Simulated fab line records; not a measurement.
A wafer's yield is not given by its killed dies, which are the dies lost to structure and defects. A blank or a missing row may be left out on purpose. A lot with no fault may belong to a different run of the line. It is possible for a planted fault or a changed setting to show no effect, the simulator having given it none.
A single fault, viewed from 2 desks	flow gf180mcu	what lay behind the numbers comes last; until then each desk has only its own

THE METROLOGY DESK
Lot by lot, what the gauges showed, no matter which tool ran the lot: averages of those sampled wafers that carry a number. Any lot whose mean is over 4 standard deviations away from the usual mean is out of limits and marked OUT; that distance is given in the brackets.
Columns: A = HV_LDD_2_TW at GF_HV_LDD_TW_MEAS_23, usual 1063
lot	first seen here	A
L956	day 10 17:43	1066
L957	day 10 21:37	1061
L958	day 11 04:22	1066
L962	day 12 13:53	1275 (+33) OUT
L963	day 12 20:52	1267 (+31) OUT
L970	day 15 05:40	1067
L971	day 15 09:48	1072
L973	day 16 03:13	1069
L974	day 16 10:40	1069
L976	day 17 06:52	1060
L978	day 17 16:21	1071
L979	day 18 00:23	1067
This desk's finding: out of limits on L962, L963; first on L962, day 12 13:53 (HV_LDD_2_TW at GF_HV_LDD_TW_MEAS_23). L956, L957, L958, L970, L971, L973, L974, L976, L978, L979: within limits.

AT THE TOOL OWNER'S DESK: implanter-04
The tool's own readings at GF_HV_LDD_IMPLANT_21, given as means over the sampled wafers that have a number, one for each lot that went through this tool. Any lot whose mean is over 4 standard deviations away from the usual mean is out of limits and marked OUT; that distance is given in the brackets.
Columns: A = doseIonsCm2 at GF_HV_LDD_IMPLANT_21, usual 5.001e+13; B = faradayCurrentUA at GF_HV_LDD_IMPLANT_21, usual 282
lot	first seen here	A	B
L957	day 10 21:23	4.999e+13	288
L962	day 12 13:41	8.950e+13 (+99 or more) OUT	500 (+43) OUT
L963	day 12 20:38	8.939e+13 (+99 or more) OUT	504 (+44) OUT
L971	day 15 09:33	4.987e+13	284
L973	day 16 02:58	5.000e+13	278
L974	day 16 10:25	4.998e+13	282
L976	day 17 06:38	5.006e+13	286
L978	day 17 16:06	5.002e+13	283
Finding of this desk: L962, L963 out of limits; the first was L962 at day 12 13:41, on doseIonsCm2 at GF_HV_LDD_IMPLANT_21. L957, L971, L973, L974, L976, L978: within limits.

BROUGHT TOGETHER
The tool owner's desk could have raised an alarm at day 12 13:41, on L962, L963.
L962, L963 would have let the metrology desk raise an alarm at day 12 13:53.
GF_HV_LDD_IMPLANT_21 was run on implanter-04 by each of the lots named.

WHAT HAD BEEN PUT IN BY THE SIMULATOR
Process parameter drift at GF_HV_LDD_IMPLANT_21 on implanter-04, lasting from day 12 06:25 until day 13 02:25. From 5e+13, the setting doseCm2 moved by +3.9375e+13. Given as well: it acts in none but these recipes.
Struck lots among those shown: L962, L963.
Time in hours from fault onset to the first out-of-limits reading at each desk: tool owner's desk 7, metrology desk 7.
